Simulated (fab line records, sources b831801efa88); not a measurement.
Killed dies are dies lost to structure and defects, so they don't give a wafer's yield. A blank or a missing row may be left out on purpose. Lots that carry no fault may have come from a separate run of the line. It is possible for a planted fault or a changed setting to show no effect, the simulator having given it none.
The tool behind it: which one?    flow sky130    13 lots, 39 wafers sampled, at 5 steps of a route of 708

WHAT THE GAUGES SHOWED, per wafer
SKY_SD_P_OVL_MEAS_08.
lot   measured      on          SD_P_OVL (nm)
L590  day 26 13:15  overlay-01  1.6 3.1 2.8
L588  day 26 13:33  overlay-01  0.4 -0.4 -1.2
L589  day 26 13:51  overlay-01  -0.8 0.4 0.2
L591  day 26 23:33  overlay-01  0.4 0.1 0.6
L592  day 27 03:45  overlay-01  -1.4 -2.5 -1.4
L593  day 27 12:03  overlay-01  -1.9 0.1 -1.4
L595  day 28 04:22  overlay-01  -3.0 -1.8 -2.4
L603  day 31 16:15  overlay-01  0.1 1.4 0.5
L605  day 31 16:49  overlay-01  0.5 -0.2 -0.3
L602  day 31 17:27  overlay-01  0.0 1.7 -0.1
L604  day 31 18:07  overlay-01  0.1 -1.1 -0.1
L607  day 32 10:57  overlay-01  0.6 0.8 -0.3
L609  day 33 16:22  overlay-01  -1.1 0.1 -0.2

SKY_LI_CONTACT_CD_MEAS_12: the cd target is 170 nm.
lot   measured      on        cdNm (nm)
L590  day 30 03:37  cdSem-01  168.4 168.0 168.5
L588  day 30 04:09  cdSem-02  168.8 168.9 168.6
L589  day 30 04:09  cdSem-01  171.5 169.4 170.7
L591  day 30 14:34  cdSem-02  171.5 171.6 171.2
L592  day 30 18:23  cdSem-02  168.9 168.4 169.6
L593  day 31 01:49  cdSem-02  168.8 171.0 170.0
L595  day 31 18:49  cdSem-01  168.3 168.0 168.6
L603  day 35 03:19  cdSem-01  165.9 144.3 167.6
L605  day 35 04:40  cdSem-02  167.9 167.0 166.6
L602  day 35 05:01  cdSem-01  164.8 153.3 165.5
L604  day 35 05:56  cdSem-01  169.9 169.9 170.6
L607  day 35 21:20  cdSem-02  171.2 169.0 170.9
L609  day 37 01:56  cdSem-01  171.1 169.0 168.0

SKY_LI_CONTACT_OVL_MEAS_13.
lot   measured      on          LI_CONTACT_OVL (nm)
L590  day 30 03:43  overlay-02  0 -2 2
L588  day 30 04:15  overlay-02  -1 -5 -4
L589  day 30 04:16  overlay-01  -3 1 -1
L591  day 30 14:41  overlay-01  0 2 -1
L592  day 30 18:31  overlay-02  -8 -8 1
L593  day 31 01:56  overlay-01  0 0 -6
L595  day 31 18:55  overlay-01  -3 4 -2
L603  day 35 03:23  overlay-01  -7 -9 4
L605  day 35 04:44  overlay-02  -8 -8 -4
L602  day 35 05:07  overlay-02  -10 -9 -17
L604  day 35 06:04  overlay-01  -3 -5 -2
L607  day 35 21:27  overlay-01  -6 -2 2
L609  day 37 02:04  overlay-02  -4 0 -7

WHAT TOOL EACH LOT RAN ON (gives the tool, then ch and the chambers of the sampled wafers, and finally the start)
lot   SKY_POLY_CUT_STRIP_12                SKY_LI_CONTACT_EXPOSE_09
L590  plasmaAsher-03 ch 0,1, day 25 07:49  krfScanner-02 ch 0, day 29 13:25
L588  plasmaAsher-02 ch 0,1, day 25 08:17  krfScanner-01 ch 0, day 29 13:40
L589  plasmaAsher-04 ch 0,1, day 25 08:24  krfScanner-02 ch 0, day 29 13:56
L591  plasmaAsher-02 ch 0,1, day 25 18:20  krfScanner-02 ch 0, day 30 01:43
L592  plasmaAsher-04 ch 0,1, day 25 23:22  krfScanner-02 ch 0, day 30 05:14
L593  plasmaAsher-04 ch 0,1, day 26 07:05  krfScanner-01 ch 0, day 30 12:20
L595  plasmaAsher-02 ch 0,1, day 27 00:03  krfScanner-02 ch 0, day 31 06:01
L603  plasmaAsher-03 ch 0,1, day 30 12:55  krfScanner-02 ch 0, day 34 13:49
L605  plasmaAsher-04 ch 0,1, day 30 13:00  krfScanner-01 ch 0, day 34 15:16
L602  plasmaAsher-03 ch 0,1, day 30 13:32  krfScanner-02 ch 0, day 34 16:01
L604  plasmaAsher-04 ch 0,1, day 30 14:25  krfScanner-01 ch 0, day 34 16:59
L607  plasmaAsher-04 ch 0,1, day 31 07:10  krfScanner-01 ch 0, day 35 07:54
L609  plasmaAsher-04 ch 0, day 32 12:35    krfScanner-01 ch 0, day 36 12:12
- SKY_POLY_CUT_STRIP_12: strips in O2/N2.
- SKY_LI_CONTACT_EXPOSE_09: exposes mask LICM1, target cd 170 nm.

WHAT THE TOOLS THEMSELVES READ (means of the sampled wafers that have a number; where no wafer has one, the mark that the record gives instead)
SKY_POLY_CUT_STRIP_12.
lot   tool            drypumpMotorCurrentA (A)  oesProductAu (a.u.)  stripTimeToEndpointS (s)
L590  plasmaAsher-03  6.1                       0.458                5.350
L588  plasmaAsher-02  5.8                       0.457                5.382
L589  plasmaAsher-04  6.3                       0.450                5.361
L591  plasmaAsher-02  5.8                       0.453                5.359
L592  plasmaAsher-04  6.3                       0.456                5.369
L593  plasmaAsher-04  6.3                       0.455                5.371
L595  plasmaAsher-02  5.8                       0.451                5.364
L603  plasmaAsher-03  6.1                       0.452                5.382
L605  plasmaAsher-04  6.3                       0.456                5.364
L602  plasmaAsher-03  6.3                       0.451                5.348
L604  plasmaAsher-04  6.2                       0.452                5.355
L607  plasmaAsher-04  6.2                       0.452                5.324
L609  plasmaAsher-04  6.3                       0.452                5.374

THE ANSWER, worked out from the rows above alone
Rule: usual is defined by the lots themselves. Put in order of their means at a reading, lots are off if they are a third of the lots or fewer, leave a main group of 4 or more, and stand apart from it by a gap of 3 or more times the standard deviation of the main group's means; of several such gaps the widest counts. A main group whose means are all the same, to the digits that the tables above print for the reading, isn't used. Also off: a lot with no number at a reading for which 4 or more lots have one. All remaining lots with rows at the step are treated as sound. The gauges are gone through in route order, then the tools' own readings, and for those a lot's mean is taken as printed above. The first step at which some lot is off is used, and at that step the reading that is off furthest; a lot without a number counts as furthest.
Off: L603, L602, at SKY_LI_CONTACT_CD_MEAS_12 (cdNm). The main group has a mean of 169.4 nm with a standard deviation of 1.2.
If a tool, at a process step before that reading, ran all the lots that are off and no sound lot after the first of them, it fits. The gauges at SKY_LI_CONTACT_CD_MEAS_12 are tried like those tools. This does not decide it: 2 tools fit, namely plasmaAsher-03 at SKY_POLY_CUT_STRIP_12 and krfScanner-02 at SKY_LI_CONTACT_EXPOSE_09.

WHAT HAD BEEN PUT IN BY THE SIMULATOR
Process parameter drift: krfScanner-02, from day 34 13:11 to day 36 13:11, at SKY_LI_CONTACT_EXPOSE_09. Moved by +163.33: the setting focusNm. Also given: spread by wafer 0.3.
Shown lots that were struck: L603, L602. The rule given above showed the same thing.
